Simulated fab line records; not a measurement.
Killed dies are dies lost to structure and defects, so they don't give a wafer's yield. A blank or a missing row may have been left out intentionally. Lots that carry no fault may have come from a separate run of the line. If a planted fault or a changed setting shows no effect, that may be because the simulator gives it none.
fab line records | flow gf180mcu
record: lots: 5 | wafers: 23
route steps=602 shown TOP_METAL@578
start-h: the number of hours between the record's first day and the start of the first shown wafer of the lot | wait-h: hours since the lot's step before | " unchanged from the row above | L1.1+2: several wafers, shown together as one row | - either no value or no given start | * or withheld: withheld | < > ~ a bound
route shown NAME@n: a module of which the file shows steps, and the number in the route of the first | usual: mean/standard deviation taken from wafers without a fault | same: alike in all rows | chamber/n: place in a boat | sites: readings site by site | _std_site: the standard deviation of these | _edge_site: mean of outer sites minus mean of inner sites | radius-mm: how far each site lies from the wafer's centre | mask NAME#n: copy n | behind: the last tool/chamber to shape the wafer | hold: why the lot was held/for how many hours/how that ended | device: the n, p or np transistor that did not switch | end of line: the route-end tests of the same wafers | for a step that has no rows: nothing shown but its recipe | killed: the dies lost at the first sort to structure and to defects; this is not the yield of the wafer | map: shows each die of a wafer: x if killed, . if not, _ if none is there
set.NAME: the setting as run; set.NAME@STEP: as run at that earlier step | model.NAME: the simulator's own value behind a step, which no gauge read
lots whose settings were changed on purpose; a table a step, a row a wafer
== steps ==
step: GF_TOP_METAL_EXPOSE_11
recipe: mask-id: MetalTop | target-cd-nm: 440 | na: 0.6 | source-shape: conventional | sigma-outer: 0.6 | dose-mj: 170
lot.wafer      | tool             | chamber | start-h | wait-h | mask       | set.dose-mj
L074.1+6       | iline-stepper-02 | 0       | -       | -      | MetalTop#0 | 170
L074.2+4+5     | "                | 0       | "       | "      | MetalTop#0 | 159
L077.1+2       | iline-stepper-01 | 0       | -       | -      | MetalTop#0 | 170
L077.4+5+6     | "                | 0       | "       | "      | MetalTop#0 | 165.8
L079.1+3+6     | iline-stepper-02 | 0       | -       | -      | MetalTop#0 | 170
L078.1+2+4+5+6 | iline-stepper-01 | 0       | -       | -      | MetalTop#0 | 170
L084.1+2+3+5+6 | iline-stepper-02 | 0       | -       | -      | MetalTop#0 | 170
step: GF_TOP_METAL_PEB_12
recipe: temp-c: withheld | time-s: * | resist: NOVOLAK
step: GF_TOP_METAL_DEVELOP_13
recipe: develop-time-s: 60 | dev-temp-c: 23
step: GF_TOP_METAL_CD_MEAS_14
recipe: target-cd-nm: 440
usual: cd-nm: 439.3/2
lot.wafer | tool      | chamber | start-h | wait-h | set.dose-mj@TOP_METAL_EXPOSE_11 | cd-nm
L074.1    | cd-sem-01 | -       | 659.36  | 0.1    | 170                             | 437.1
L074.2    | "         | -       | "       | "      | 159                             | 455.9
L074.4    | "         | -       | "       | "      | 159                             | 456.6
L074.5    | "         | -       | "       | "      | 159                             | 457.0
L074.6    | "         | -       | "       | "      | 170                             | 438.9
L077.1    | cd-sem-02 | -       | 675.96  | 0.1    | 170                             | 438.7
L077.2    | "         | -       | "       | "      | 170                             | 438.7
L077.4    | "         | -       | "       | "      | 165.8                           | 448.5
L077.5    | "         | -       | "       | "      | 165.8                           | 448.3
L077.6    | "         | -       | "       | "      | 165.8                           | 446.8
L079.1    | cd-sem-01 | -       | 691.71  | 0.1    | 170                             | 436.5
L079.3    | "         | -       | "       | "      | 170                             | 438.0
L079.6    | "         | -       | "       | "      | 170                             | 435.3
L078.1    | cd-sem-02 | -       | 695.43  | 0.2    | 170                             | 440.1
L078.2    | "         | -       | "       | "      | 170                             | 438.6
L078.4    | "         | -       | "       | "      | 170                             | 438.8
L078.5    | "         | -       | "       | "      | 170                             | 439.2
L078.6    | "         | -       | "       | "      | 170                             | 439.2
L084.1    | cd-sem-02 | -       | 724.11  | 0.1    | 170                             | 439.4
L084.2    | "         | -       | "       | "      | 170                             | 441.0
L084.3    | "         | -       | "       | "      | 170                             | 438.9
L084.5    | "         | -       | "       | "      | 170                             | 440.3
L084.6    | "         | -       | "       | "      | 170                             | 441.8
== key ==
split: step: GF_TOP_METAL_EXPOSE_11 | setting: dose-mj | stated: 170 | by: wafer
response: step: GF_TOP_METAL_CD_MEAS_14 | reading: cd-nm | change: -2.96 | per: 1% | r: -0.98
